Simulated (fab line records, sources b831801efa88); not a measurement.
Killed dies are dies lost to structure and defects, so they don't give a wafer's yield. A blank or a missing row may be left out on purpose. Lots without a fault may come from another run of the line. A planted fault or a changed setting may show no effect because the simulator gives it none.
fab line records | flow sky130
record lots=12 wafers=36 last_day=50
route steps=708 shown GATE_OXIDE@200 LDD_P@266 LDD_HVN@277 LDD_HVP@282 PAD_OPEN@708
lots that met no fault: from a run of the same line without faults
start_h: hours from the record's first day to the start of the lot's first wafer shown | wait_h: hours since the lot's step before | " the same as in the row above | L1.1+2: a row that stands for several wafers | - no value, or no start given | * or withheld: withheld | < > ~ a bound
route shown NAME@n: a module of which the file shows steps, and the number in the route of the first | usual: mean/standard deviation of fault-free wafers | same: alike in all rows | chamber/n: place in a boat | sites: the reading at each site | _std_site: their standard deviation | _edge_site: outer sites' mean less inner sites' | radius_mm: how far each site lies from the wafer's centre | mask NAME#n: copy n | behind: the tool/chamber that last shaped the wafer | hold: why the lot was held/for how many hours/how that ended | device: the transistor (n, p or np) that didn't switch | end of line: the same wafers' tests at the end of the route | a step without rows: its recipe alone | killed: dies lost to structure and defects at the first sort, not the wafer's yield | map: a wafer's dies, x killed, . not, _ none there
set.NAME: the setting as run; set.NAME@STEP: as run at that earlier step | model.NAME: the simulator's own value behind a step, which no gauge read
steps of the route over a sample of lots; a table a step, a row a wafer
services: from which hour (start_h, from the record's first day; less than 0 if before it) a tool's chamber was out of use, for how many hours, and why
## steps
# step SKY_GATE_OXIDE_STRIP_13
# recipe chemistry=O2/N2 power_w=1400 pressure_mtorr=1500 platen_temp_c=withheld o2_flow_sccm=3000 n2_flow_sccm=300 overash_fraction=0.5
# usual drypump_motor_current_A=5.7/0.44 oes_product_au=0.716/0.0042 strip_time_to_endpoint_s=14.17/0.04
# columns lot.wafer tool chamber start_h wait_h drypump_motor_current_A oes_product_au rf_hours_counter_h strip_time_to_endpoint_s
L453.3 plasma_asher-01 1 314.10 0.0 5.5 0.705 - 14.21
L453.5 " 1 " " 5.5 0.711 - 14.17
L453.6 " 0 " " 5.9 0.714 - 14.18
L458.2 plasma_asher-01 1 368.61 0.0 5.5 0.713 55 14.18
L458.3 " 0 " " 5.9 0.714 - 14.18
L458.4 " 1 " " 5.5 0.713 - 14.15
L460.2 plasma_asher-01 1 376.35 0.0 5.5 0.717 56 14.17
L460.4 " 0 " " 5.9 0.718 - 14.18
L460.5 " 0 " " 5.9 0.717 - 14.18
L462.4 plasma_asher-02 1 402.49 0.0 5.5 0.723 - 14.07
L462.5 " 1 " " 5.5 0.717 - 14.11
L462.6 " 0 " " 5.0 0.713 - 14.10
L464.3 plasma_asher-03 1 410.41 0.0 6.5 0.712 - 14.15
L464.4 " 0 " " 5.8 0.715 - 14.15
L464.5 " 0 " " 5.8 0.716 - 14.19
L465.1 plasma_asher-03 1 420.09 0.0 6.4 0.716 72 14.12
L465.3 " 0 " " 5.8 0.711 - 14.15
L465.5 " 1 " " 6.5 0.712 - 14.15
L467.2 plasma_asher-03 1 431.06 0.0 6.5 0.714 74 14.18
L467.4 " 1 " " 6.5 0.716 - 14.19
L467.6 " 1 " " 6.5 0.720 - 14.17
L466.2 plasma_asher-02 0 431.14 0.0 5.0 0.720 31 14.16
L466.3 " 1 " " 5.5 0.711 - 14.15
L466.5 " 1 " " 5.5 0.715 - 14.14
L472.3 plasma_asher-01 1 470.55 0.0 5.5 0.720 - 14.12
L472.4 " 0 " " 5.9 0.709 - 14.16
L472.5 " 1 " " 5.5 0.719 - 14.11
L473.1 plasma_asher-01 0 475.06 0.0 5.9 0.721 65 14.23
L473.2 " 1 " " 5.5 0.717 65 14.25
L473.3 " 1 " " 5.5 0.714 - 14.22
L474.1 plasma_asher-03 1 493.99 0.0 6.4 0.713 81 14.20
L474.2 " 0 " " 5.8 0.718 81 14.23
L474.5 " 1 " " 6.5 0.717 - 14.23
L475.1 plasma_asher-03 1 496.80 0.0 6.4 0.715 81 14.25
L475.3 " 0 " " 5.8 0.718 - 14.22
L475.4 " 1 " " 6.5 0.713 - 14.20
# step SKY_LDD_P_TW_MEAS_11
# usual LDD_P_TW=626.0/2.8
# columns lot.wafer tool chamber start_h wait_h LDD_P_TW
L453.3 film_metro-01 - 435.60 0.1 629.7
L453.5 " - " " 630.1
L453.6 " - " " 628.0
L458.2 film_metro-04 - 498.23 0.1 628.6
L458.3 " - " " 626.2
L458.4 " - " " 625.2
L460.2 film_metro-01 - 506.38 0.1 625.6
L460.4 " - " " 621.6
L460.5 " - " " 624.2
L462.4 film_metro-04 - 547.34 0.1 627.6
L462.5 " - " " 628.9
L462.6 " - " " 630.8
L464.3 film_metro-01 - 547.84 0.1 622.5
L464.4 " - " " 622.3
L464.5 " - " " 622.3
L465.1 film_metro-04 - 550.62 0.1 632.2
L465.3 " - " " 631.0
L465.5 " - " " 634.6
L467.2 film_metro-01 - 556.43 0.1 621.5
L467.4 " - " " 625.9
L467.6 " - " " 620.9
L466.2 film_metro-01 - 557.38 0.1 626.8
L466.3 " - " " 624.2
L466.5 " - " " 625.6
L472.3 film_metro-02 - 598.28 0.1 624.5
L472.4 " - " " 627.3
L472.5 " - " " 628.6
L473.1 film_metro-01 - 601.91 0.1 623.3
L473.2 " - " " 623.5
L473.3 " - " " 623.7
L474.1 film_metro-01 - 619.73 0.1 622.1
L474.2 " - " " 625.1
L474.5 " - " " 624.0
L475.1 film_metro-01 - 621.13 0.1 626.9
L475.3 " - " " 625.6
L475.4 " - " " 624.5
# step SKY_LDD_HVN_TW_MEAS_10
# usual LDD_HVN_TW=1429/12
# columns lot.wafer tool chamber start_h wait_h LDD_HVN_TW
L453.3 film_metro-04 - 465.23 0.1 1436
L453.5 " - " " 1434
L453.6 " - " " 1431
L458.2 film_metro-01 - 528.52 0.1 1425
L458.3 " - " " 1421
L458.4 " - " " 1422
L460.2 film_metro-01 - 537.55 0.1 1415
L460.4 " - " " 1412
L460.5 " - " " 1419
L462.4 film_metro-04 - 575.99 0.1 1428
L462.5 " - " " 1436
L462.6 " - " " 1425
L464.3 film_metro-03 - 577.51 0.1 1444
L464.4 " - " " 1458
L464.5 " - " " 1448
L465.1 film_metro-04 - 580.39 0.1 1438
L465.3 " - " " 1431
L465.5 " - " " 1428
L467.2 film_metro-01 - 585.76 0.1 1428
L467.4 " - " " 1418
L467.6 " - " " 1428
L466.2 film_metro-04 - 586.90 0.1 1427
L466.3 " - " " 1433
L466.5 " - " " 1421
L472.3 film_metro-01 - 627.21 0.1 1433
L472.4 " - " " 1420
L472.5 " - " " 1428
L473.1 film_metro-04 - 631.49 0.1 1419
L473.2 " - " " 1428
L473.3 " - " " 1430
L474.1 film_metro-01 - 648.90 0.1 1420
L474.2 " - " " 1421
L474.5 " - " " 1425
L475.1 film_metro-04 - 649.56 0.1 1422
L475.3 " - " " 1424
L475.4 " - " " 1425
# step SKY_LDD_HVP_EXPOSE_04
# recipe mask_id=HVPTM na=0.6 source_shape=conventional sigma_outer=0.6 polarization=unpolarized target_cd_nm=700 dose_mj=86
# columns lot.wafer tool chamber start_h wait_h mask
L453.3+5+6 iline_stepper-01 0 477.19 - HVPTM#0
L458.2+3+4 iline_stepper-02 0 544.70 - HVPTM#0
L460.2+4+5 iline_stepper-01 0 551.87 - HVPTM#0
L462.4+5+6 iline_stepper-02 0 589.56 - HVPTM#0
L464.3+4+5 iline_stepper-01 0 591.57 - HVPTM#0
L465.1+3+5 iline_stepper-01 0 594.77 - HVPTM#0
L467.2+4+6 iline_stepper-01 0 600.87 - HVPTM#0
L466.2+3+5 iline_stepper-01 0 602.10 - LDNTM#0
L472.3+4+5 iline_stepper-02 0 641.09 - HVPTM#0
L473.1+2+3 iline_stepper-01 0 645.56 - HVPTM#0
L474.1+2+5 iline_stepper-02 0 664.13 - HVPTM#0
L475.1+3+4 iline_stepper-01 0 664.98 - HVPTM#0
# step SKY_LDD_HVP_OVL_MEAS_07
# usual LDD_HVP_OVL=-0.1/1.4
# columns lot.wafer tool chamber start_h wait_h LDD_HVP_OVL[nm]
L453.3 overlay-02 - 491.52 0.1 -1.3
L453.5 " - " " -0.8
L453.6 " - " " -0.6
L458.2 overlay-02 - 558.36 0.1 3.2
L458.3 " - " " 0.7
L458.4 " - " " 2.1
L460.2 overlay-01 - 567.28 0.1 -1.7
L460.4 " - " " -3.1
L460.5 " - " " -1.5
L462.4 overlay-01 - 604.34 0.1 1.1
L462.5 " - " " 0.0
L462.6 " - " " 1.0
L464.3 overlay-01 - 605.97 0.1 0.5
L464.4 " - " " 0.4
L464.5 " - " " -0.1
L465.1 overlay-02 - 609.08 0.1 1.0
L465.3 " - " " 1.4
L465.5 " - " " -0.5
L467.2 overlay-02 - 614.81 0.1 -0.1
L467.4 " - " " -2.0
L467.6 " - " " -2.0
L466.2 overlay-01 - 615.83 0.1 -
L466.3 " - " " -
L466.5 " - " " -
L472.3 overlay-01 - 655.22 0.1 -0.9
L472.4 " - " " -0.3
L472.5 " - " " -0.3
L473.1 overlay-02 - 660.36 0.1 -0.7
L473.2 " - " " -1.4
L473.3 " - " " -0.8
L474.1 overlay-02 - 677.36 0.1 2.9
L474.2 " - " " 3.6
L474.5 " - " " 4.4
L475.1 overlay-02 - 677.86 0.1 0.3
L475.3 " - " " 0.5
L475.4 " - " " -0.2
# step SKY_LDD_HVP_TW_MEAS_10
# usual LDD_HVP_TW=453/4.1
# columns lot.wafer tool chamber start_h wait_h LDD_HVP_TW
L453.3 film_metro-03 - 491.81 0.1 460
L453.5 " - " " 459
L453.6 " - " " 459
L458.2 film_metro-03 - 558.65 0.1 453
L458.3 " - " " 458
L458.4 " - " " 453
L460.2 film_metro-02 - 567.57 0.1 448
L460.4 " - " " 451
L460.5 " - " " 451
L462.4 film_metro-03 - 604.64 0.1 458
L462.5 " - " " 459
L462.6 " - " " 456
L464.3 film_metro-02 - 606.26 0.1 452
L464.4 " - " " 452
L464.5 " - " " 453
L465.1 film_metro-01 - 609.36 0.1 450
L465.3 " - " " 450
L465.5 " - " " 449
L467.2 film_metro-03 - 615.10 0.1 457
L467.4 " - " " 457
L467.6 " - " " 456
L466.2 film_metro-01 - 616.12 0.1 30
L466.3 " - " " 30
L466.5 " - " " 30
L472.3 film_metro-01 - 655.51 0.1 451
L472.4 " - " " 451
L472.5 " - " " 451
L473.1 film_metro-03 - 660.64 0.1 461
L473.2 " - " " 461
L473.3 " - " " 460
L474.1 film_metro-03 - 677.64 0.1 460
L474.2 " - " " 458
L474.5 " - " " 459
L475.1 film_metro-01 - 678.14 0.1 449
L475.3 " - " " 448
L475.4 " - " " 447
# step SKY_PAD_OPEN_PROBE_99
# usual defect_limited_yield=82.8/1.9 killed_at_M0_to_M3=43/7.5 killed_at_M4_up=2.8/1.8 killed_at_contacts=24/5.3 killed_at_front_end=14/4.2 killed_at_other=0.3/0.54 killed_dies=84/9.4 killed_open=46/7.1 killed_short=38/6.6 sort_bin_3_pad_short=0.8/0.42 sort_bin_5_function=10.1/1.4 sort_bin_6_memory=6.2/1.1 sort_n_pass=408/9.4 sort_yield_pct=82.8/1.9
# same gross_dies=492 killed_at_back_side=0 sort_bin_4_leakage[%]=0 sort_bin_8_speed[%]=0
# columns lot.wafer tool chamber start_h wait_h defect_limited_yield[%] killed_at_M0_to_M3 killed_at_M4_up killed_at_contacts killed_at_front_end killed_at_other killed_dies killed_open killed_short sort_bin_3_pad_short[%] sort_bin_5_function[%] sort_bin_6_memory[%] sort_n_pass sort_yield_pct[%]
L465.1 prober-01 - 1153.84 0.1 83.5 43 2 17 19 0 81 46 35 0.6 11.4 4.5 411 83.5
L465.3 prober-01 - 1153.94 0.2 82.1 44 2 16 26 0 88 43 45 1.6 10.8 5.5 404 82.1
L465.5 prober-01 - 1154.04 0.2 83.1 51 3 16 13 0 83 50 33 1.0 8.7 7.1 409 83.1
# killed by level:class
L465.1 VIA2:geometric_particle:open=10 CONTACT:geometric_particle:open=7 VIA1:geometric_particle:open=7 METAL2:geometric_particle:short=7 FIELD_ISO:geometric_particle:open=6 FIELD_ISO:geometric_particle:short=4 POLY_GATE:geometric_particle:open=4 LI_CONTACT:geometric_particle:open=4
L465.3 CONTACT:geometric_particle:open=11 VIA1:geometric_particle:open=9 FIELD_ISO:geometric_particle:short=7 METAL2:geometric_particle:short=7 VIA2:geometric_particle:open=6 POLY_GATE:geometric_particle:open=5 VIA3:geometric_particle:short=5 SPACER:geometric_particle:short=4
L465.5 VIA2:geometric_particle:open=12 VIA1:geometric_particle:open=9 METAL2:geometric_particle:short=8 VIA3:geometric_particle:open=7 LI_CONTACT:geometric_particle:open=6 POLY_GATE:geometric_particle:open=5 FIELD_ISO:geometric_particle:open=4 CONTACT:geometric_particle:short=4
## services
# columns tool chamber start_h hours kind
iline_stepper-01 - 293.98 4.4 pm
plasma_asher-02 - 295.31 2.1 repair
plasma_asher-03 - 301.64 0.8 repair
plasma_asher-02 - 329.51 6.4 repair
plasma_asher-01 - 332.88 0.4 repair
plasma_asher-01 - 336.74 2.2 repair
plasma_asher-03 - 346.03 15.6 pm
iline_stepper-01 - 347.64 13.0 repair
iline_stepper-02 - 404.13 1.7 pm
plasma_asher-01 - 430.03 14.6 pm
plasma_asher-03 - 447.73 7.3 repair
plasma_asher-02 - 455.12 2.0 repair
iline_stepper-01 0 483.27 - calibration
iline_stepper-01 - 495.95 1.7 pm
plasma_asher-03 - 533.54 4.5 repair
plasma_asher-01 - 545.24 8.8 repair
plasma_asher-03 - 575.71 2.8 pm
plasma_asher-01 - 580.48 28.1 pm
plasma_asher-03 - 587.50 3.2 repair
iline_stepper-02 - 594.09 4.2 repair
plasma_asher-02 - 595.22 2.8 pm
iline_stepper-01 - 609.19 0.6 repair
iline_stepper-02 - 622.42 1.7 pm
iline_stepper-01 - 629.34 3.7 repair
## key
first_sign step=SKY_LDD_HVP_EXPOSE_04 reading=mask direction=changed
effect step=SKY_LDD_HVP_OVL_MEAS_07 reading=LDD_HVP_OVL direction=missing
effect step=SKY_LDD_HVP_TW_MEAS_10 reading=LDD_HVP_TW direction=down sigmas=99+ usual=453 struck=30
met_at SKY_LDD_HVP_EXPOSE_04
struck_lots L466
rows_end L466.2,L466.3,L466.5
not_acting_at SKY_GATE_OXIDE_STRIP_13,SKY_LDD_P_TW_MEAS_11,SKY_LDD_HVN_TW_MEAS_10
onset_between 600.87 602.10
fault kind=wrong_mask tool=any chamber=- onset_h=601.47 steps=SKY_LDD_HVP_EXPOSE_04 aux_copy=LDNTM#0 scope=struck_lots_only
# rows_end: these wafers met a further fault down the route, and their rows from its step on are left out
